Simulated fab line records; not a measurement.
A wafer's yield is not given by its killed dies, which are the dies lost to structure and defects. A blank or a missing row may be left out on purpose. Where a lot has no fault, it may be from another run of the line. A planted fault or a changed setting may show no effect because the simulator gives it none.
Struck lot and sound lot, side by side ; flow gf180mcu ; 15 out of 602 route steps
Sound: the wafers L937.2, L937.3, L937.6. Wafers struck: L941.2, L941.4, L941.5. At the end, the cause is stated.
Each step with rows lists, per side, the tool, then ch with its chambers, then its first start. Under that, the readings that differ: sound wafers ; struck wafers ; difference of the means ; sigmas: that difference in standard deviations of wafers without a fault.
alike: a reading whose means differ by less than 2 such deviations, as well as words and numbers matching on both sides. not compared: withheld readings; readings where some wafer has no value; bounds like >300 that might hide an equal value; numbers whose values overlap and for which the record gives no deviation.
Wherever a step has rows on one side only, a row that says differs or no value, or a row with sigmas, the two part there. Numbers that have no deviation but don't overlap get no sigmas and don't part them. A reading that every wafer of one side lacks parts them only if that side has two wafers or more.

first, 1 step without rows for these wafers: GF_V5_ETCH_17 (etches SiO2 in C4F8/O2/Ar, stops on TiN, target depth 855 nm).
GF_V5_STRIP_18: strips in O2/N2.
  sound on plasma_asher-03 ch 0,1, day 29 23:01; struck on plasma_asher-04 ch 0,1, day 31 06:52
  alike: drypump_motor_current_A, heater_power_w, oes_product_au
  not compared: rf_hours_counter_h
then, 3 steps without rows for these wafers: GF_V5_STRIP_19 (strips in post etch residue remover, time 1200 s); GF_V5_CLEAN_20 (cleans in DIW); GF_V5_SPUTTER_21 (material Ti, target thk 15 nm, time 80.02 s).
GF_V5_SPUTTER_22: material TiN, target thk 10 nm, time 40 s.
  sound: pvd_sputter-02 at day 29 23:37; struck: pvd_sputter-02 at day 31 07:30
  alike: throttle_valve_pct
then, 1 step without rows for these wafers: GF_V5_CVD_23 (deposits W, target thk 350 nm, time 104.9 s).
GF_V5_RS_MEAS_24: the measuring method here is four-point-probe.
  sound: film_metro-01 at day 29 23:47; struck: film_metro-01 at day 31 07:40
  alike: V5_W_RS
GF_V5_THK_MEAS_25: measures by xrf.
  sound: film_metro-01 at day 29 23:54; struck: film_metro-01 at day 31 07:47
  alike: V5_W_THK
GF_V5_CMP_26: polishes, stops on SiO2, t overpolish 15 s, target thk 0 nm.
  sound on cmp-02 ch 2,3, day 30 00:00; struck on cmp-02 ch 0,1,3, day 31 07:50
  alike: head_pressure_psi, motor_current_A, overpolish_run_s, time_to_endpoint_s
then, 1 step without rows for these wafers: GF_TOP_METAL_SPUTTER_00 (material Ti, target thk 37.5 nm, time 150 s).
GF_TOP_METAL_SPUTTER_01: material TiN, target thk 30 nm, time 25 s.
  sound: pvd_sputter-03 at day 30 00:21; struck: pvd_sputter-02 at day 31 08:14
  alike: throttle_valve_pct
GF_TOP_METAL_SPUTTER_02: material AlCu, target thk 900 nm, time 46.82 s.
  sound: pvd_sputter-03 at day 30 00:23; struck: pvd_sputter-02 at day 31 08:16
reading;sound;struck;difference;sigmas
model.AlCu_of_TOP_METAL_SPUTTER_02.thk_nm (nm);890.9 894.1 889.3;907 909.6 899.9;+14;
  alike: throttle_valve_pct
GF_TOP_METAL_SPUTTER_03: material Ti, target thk 5 nm, time 3.3 s.
  sound: pvd_sputter-03 at day 30 00:25; struck: pvd_sputter-02 at day 31 08:18
  alike: throttle_valve_pct
next, for these wafers, 1 step has no rows: GF_PASSIVATION_PROBE_99.

WHERE THEY PART
Nowhere in this record.

WHY: what the simulator had put in
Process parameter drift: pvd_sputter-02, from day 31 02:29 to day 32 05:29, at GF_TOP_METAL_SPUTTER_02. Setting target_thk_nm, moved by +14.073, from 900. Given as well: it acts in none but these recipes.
